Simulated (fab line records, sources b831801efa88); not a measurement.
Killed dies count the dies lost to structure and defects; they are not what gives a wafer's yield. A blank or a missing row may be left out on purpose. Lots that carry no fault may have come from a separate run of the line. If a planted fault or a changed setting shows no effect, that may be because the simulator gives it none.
A lot that was struck, set against a sound lot	flow sky130	26 out of 708 route steps
Sound: the wafers L276.1, L276.5, L276.6. Wafers struck: L275.1, L275.2, L275.3. The cause comes at the end.
Each step with rows lists, per side, the tool, then ch with its chambers, then its first start. Under that, the readings that differ: sound wafers	struck wafers	difference of the means	sigmas: that difference in standard deviations of wafers without a fault.
alike: readings with means less than 2 such deviations apart, plus words and numbers identical on both sides. not compared: withheld readings, readings lacking a value on some wafer, bounds such as >300 that could conceal the same value, and numbers that have no deviation in the record and whose values overlap.
A row with sigmas, a row that says differs or no value, or rows on one side alone: a step with any of these is where the two part. Numbers that don't overlap but have no deviation are shown without sigmas and don't part them. Lack of a reading on every wafer of one side parts them only where that side has two or more wafers.

SKY_VT_ADJUST_NCORE_STRIP_10: strips in O2/N2.
  sound on plasmaAsher-02 ch 0,1, day 14 02:55; struck on plasmaAsher-04 ch 0,1, day 14 06:38
  alike: chamberPressureMTorr, drypumpMotorCurrentA, oesProductAu, stripTimeToEndpointS
  not compared: rfHoursCounterH
SKY_VT_ADJUST_NCORE_TW_MEAS_11:
  sound on filmMetro-04, day 14 03:01; struck on filmMetro-03, day 14 06:44
  alike: VT_ADJUST_NCORE_TW
then, 7 steps without rows for these wafers: SKY_VT_ADJUST_HVTR_DEHYDRATE_00 (time 60 s); SKY_VT_ADJUST_HVTR_HMDS_01 (prime time 60 s); SKY_VT_ADJUST_HVTR_COAT_02 (resist thk 1140 nm); SKY_VT_ADJUST_HVTR_SOFTBAKE_03 (time 60 s); SKY_VT_ADJUST_HVTR_EXPOSE_04 (exposes mask HVTRM, target cd 380 nm); SKY_VT_ADJUST_HVTR_PEB_05; SKY_VT_ADJUST_HVTR_DEVELOP_06 (develop time 60 s).
SKY_VT_ADJUST_HVTR_CD_MEAS_07: the cd target is 380 nm.
  sound on cdSem-01, day 15 05:10; struck on cdSem-01, day 15 09:18
  alike: cdNm
SKY_VT_ADJUST_HVTR_OVL_MEAS_08:
  sound on overlay-02, day 15 05:17; struck on overlay-02, day 15 09:25
  alike: VT_ADJUST_HVTR_OVL
after that, 1 step had no rows for these wafers: SKY_VT_ADJUST_HVTR_IMPLANT_09.
SKY_VT_ADJUST_HVTR_STRIP_10: strips in O2/N2.
  sound on plasmaAsher-01 ch 0,1, day 15 05:28; struck on plasmaAsher-01 ch 0,1, day 15 09:37
  no value came back on the struck wafers for chamberPressureMTorr (mTorr), drypumpMotorCurrentA (A), oesProductAu (a.u.), stripTimeToEndpointS (s); on the sound wafers chamberPressureMTorr (mTorr) reads 1497.4 1501.3 1499.0
reading	sound	struck	difference	sigmas
model.NOVOLAK_of_VT_ADJUST_HVTR_COAT_02.thkNm (nm)	0 0 0	1138 1139 1140	+1139	
  not compared: rfHoursCounterH
SKY_VT_ADJUST_HVTR_TW_MEAS_11:
  sound on filmMetro-01, day 15 05:34; struck on filmMetro-02, day 15 09:43
  alike: VT_ADJUST_HVTR_TW
then, 7 steps without rows for these wafers: SKY_VT_ADJUST_PCH_DEHYDRATE_00 (time 60 s); SKY_VT_ADJUST_PCH_HMDS_01 (prime time 60 s); SKY_VT_ADJUST_PCH_COAT_02 (resist thk 3000 nm); SKY_VT_ADJUST_PCH_SOFTBAKE_03; SKY_VT_ADJUST_PCH_EXPOSE_04 (exposes mask NWM, target cd 840 nm); SKY_VT_ADJUST_PCH_PEB_05; SKY_VT_ADJUST_PCH_DEVELOP_06 (develop time 60 s).
SKY_VT_ADJUST_PCH_OVL_MEAS_07:
  sound on overlay-02, day 16 08:44; struck on overlay-01, day 16 12:30
  alike: VT_ADJUST_PCH_OVL
after that, 1 step had no rows for these wafers: SKY_VT_ADJUST_PCH_IMPLANT_08.
SKY_VT_ADJUST_PCH_STRIP_09: strips in O2/N2.
  sound on plasmaAsher-03 ch 0,1, day 16 08:56; struck on plasmaAsher-02 ch 0,1, day 16 12:41
reading	sound	struck	difference	sigmas
stripTimeToEndpointS (s)	36.77 36.91 36.87	53.79 53.76 53.83	+16.94	+99 or more
  alike: chamberPressureMTorr, drypumpMotorCurrentA, oesProductAu
  not compared: rfHoursCounterH
SKY_VT_ADJUST_PCH_TW_MEAS_10:
  sound on filmMetro-01, day 16 09:02; struck on filmMetro-02, day 16 12:47
reading	sound	struck	difference	sigmas
VT_ADJUST_PCH_TW	143.6 142.4 142.6	29.8 29.6 29.7	-113.2	-99 or more
then, 1 step without rows for these wafers: SKY_SONOS_TUNNEL_DEHYDRATE_00 (time 60 s).

## WHERE THEY PART
At SKY_VT_ADJUST_HVTR_STRIP_10 first; at SKY_VT_ADJUST_PCH_TW_MEAS_10 last (within this record only).

WHY: the cause the simulator had injected
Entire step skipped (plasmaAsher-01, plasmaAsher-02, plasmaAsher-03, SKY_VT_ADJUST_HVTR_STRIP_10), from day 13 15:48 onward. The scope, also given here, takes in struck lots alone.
